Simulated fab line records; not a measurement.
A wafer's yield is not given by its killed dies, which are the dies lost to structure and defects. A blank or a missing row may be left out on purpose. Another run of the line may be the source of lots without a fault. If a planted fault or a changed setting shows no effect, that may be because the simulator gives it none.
Comparing a struck lot with a sound one | flow gf180mcu | 34 out of 602 route steps
Sound: the wafers L422.2, L422.3, L422.4. The struck wafers were L427.4, L427.5, L427.6. Last of all comes the cause.
Per side, at each step with rows, come the tool, then ch with its chambers, and then its first start. Under that, the readings that differ: sound wafers | struck wafers | difference of the means | sigmas: that difference in standard deviations of wafers without a fault.
alike: readings with means less than 2 such deviations apart, plus words and numbers identical on both sides. not compared: withheld readings, readings lacking a value on some wafer, bounds such as >300 that could conceal the same value, and numbers that have no deviation in the record and whose values overlap.
The two part at a step that has a row with sigmas, a row that says differs or no value, or rows on one side only. Numbers that don't overlap but have no deviation are shown without sigmas and don't part them. A reading missing from all wafers of one side parts the sides only when that side holds two or more wafers.

GF_HV_LDD_STRIP_22: strips in O2/N2.
  sound on plasma-asher-03 ch 0,1, day 11 19:32; struck on plasma-asher-03 ch 0,1, day 13 06:40
  alike: drypump-motor-current-A, heater-power-w, oes-product-au, strip-time-to-endpoint-s
  not compared: rf-hours-counter-h
GF_HV_LDD_TW_MEAS_23:
  sound on film-metro-03, day 11 19:38; struck on film-metro-04, day 13 06:46
  alike: HV_LDD_2_TW
then, 7 steps without rows for these wafers: GF_HV_LDD_DEHYDRATE_24 (time 60 s); GF_HV_LDD_HMDS_25 (prime time 60 s); GF_HV_LDD_COAT_26 (resist thk 1000 nm); GF_HV_LDD_SOFTBAKE_27 (time 60 s); GF_HV_LDD_EXPOSE_28 (exposes mask Nplus HV AREA, target cd 400 nm); GF_HV_LDD_PEB_29; GF_HV_LDD_DEVELOP_30 (develop time 60 s).
GF_HV_LDD_CD_MEAS_31 targets a cd of 400 nm.
  sound on cd-sem-01, day 12 14:33; struck on cd-sem-02, day 14 03:34
  alike: cd-nm
GF_HV_LDD_OVL_MEAS_32:
  sound on overlay-01, day 12 14:39; struck on overlay-02, day 14 03:38
  alike: HV_LDD_02_OVL
next, for these wafers, 1 step has no rows: GF_HV_LDD_IMPLANT_33.
GF_HV_LDD_IMPLANT_34:
  sound on implanter-02 ch 0, day 12 14:52; struck on implanter-02 ch 0, day 14 03:53
  reading            | sound                         | struck                        | difference | sigmas
  dose-ions-cm2      | 7.499e+12 7.512e+12 7.498e+12 | 9.698e+12 9.699e+12 9.706e+12 | +2.198e+12 | +99 or more
  faraday-current-uA | 42.5 42.8 41.4                | 55.6 52.8 53.8                | +11.8      | +14
then, 2 steps without rows for these wafers: GF_HV_LDD_IMPLANT_35; GF_HV_LDD_IMPLANT_36.
GF_HV_LDD_STRIP_37: strips in O2/N2.
  sound on plasma-asher-01 ch 0,1, day 12 15:17; struck on plasma-asher-02 ch 0,1, day 14 04:17
  alike: drypump-motor-current-A, heater-power-w, oes-product-au, strip-time-to-endpoint-s
  not compared: rf-hours-counter-h
GF_HV_LDD_TW_MEAS_38:
  sound on film-metro-03, day 12 15:23; struck on film-metro-04, day 14 04:23
  alike: HV_LDD_3_TW
then, 7 steps without rows for these wafers: GF_HV_LDD_DEHYDRATE_39 (time 60 s); GF_HV_LDD_HMDS_40 (prime time 60 s); GF_HV_LDD_COAT_41 (resist thk 1000 nm); GF_HV_LDD_SOFTBAKE_42 (time 60 s); GF_HV_LDD_EXPOSE_43 (exposes mask Pplus HV AREA, target cd 400 nm); GF_HV_LDD_PEB_44; GF_HV_LDD_DEVELOP_45 (develop time 60 s).
GF_HV_LDD_CD_MEAS_46 targets a cd of 400 nm.
  sound on cd-sem-01, day 13 11:25; struck on cd-sem-01, day 15 01:31
  alike: cd-nm
GF_HV_LDD_OVL_MEAS_47:
  sound on overlay-01, day 13 11:31; struck on overlay-01, day 15 01:35
  alike: HV_LDD_03_OVL
next, for these wafers, 1 step has no rows: GF_HV_LDD_IMPLANT_48.
GF_HV_LDD_STRIP_49: strips in O2/N2.
  sound on plasma-asher-03 ch 0,1, day 13 11:42; struck on plasma-asher-03 ch 0,1, day 15 01:47
  alike: drypump-motor-current-A, heater-power-w, oes-product-au, strip-time-to-endpoint-s
  not compared: rf-hours-counter-h
GF_HV_LDD_TW_MEAS_50:
  sound on film-metro-03, day 13 11:49; struck on film-metro-01, day 15 01:53
  alike: HV_LDD_4_TW
then, 1 step without rows for these wafers: GF_HV_LDD_CLEAN_51 (cleans in SC1/SC2, time 150 s).
GF_HV_LDD_RTA_52: time 10 s.
  sound on rtp-anneal-02 ch 0, day 13 11:55; struck on rtp-anneal-02 ch 0, day 15 02:00
  alike: lamp-power-pct, wafer_temp_C_max
GF_HV_LDD_RS_MEAS_53: the measuring method here is four-point-probe.
  sound on film-metro-03, day 13 12:00; struck on film-metro-03, day 15 02:05
  reading            | sound             | struck            | difference | sigmas
  HV_LDD_RS (ohm/sq) | 420.7 419.3 419.3 | 412.2 413.1 413.5 | -6.8       | -7
then, 1 step without rows for these wafers: GF_HV_LDD_CVD_54 (deposits SiO2 from TEOS, target thk 10 nm, time 75 s).
-- record jumps: 16 days separate the struck wafers' starts on either side; left off in module HV_LDD, taken up again in module PASSIVATION, whose first shown step is the route's number 602 --
GF_PASSIVATION_PROBE_99:
  record: rows for the struck wafers here (prober-02, day 31 10:20), none for the sound ones

## WHERE THEY PART
At GF_HV_LDD_IMPLANT_34 first; at GF_PASSIVATION_PROBE_99 last (within this record only).

WHY: what the simulator had put in
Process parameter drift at GF_HV_LDD_IMPLANT_34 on implanter-02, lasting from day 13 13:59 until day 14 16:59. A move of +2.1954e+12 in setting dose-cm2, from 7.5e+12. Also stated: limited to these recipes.
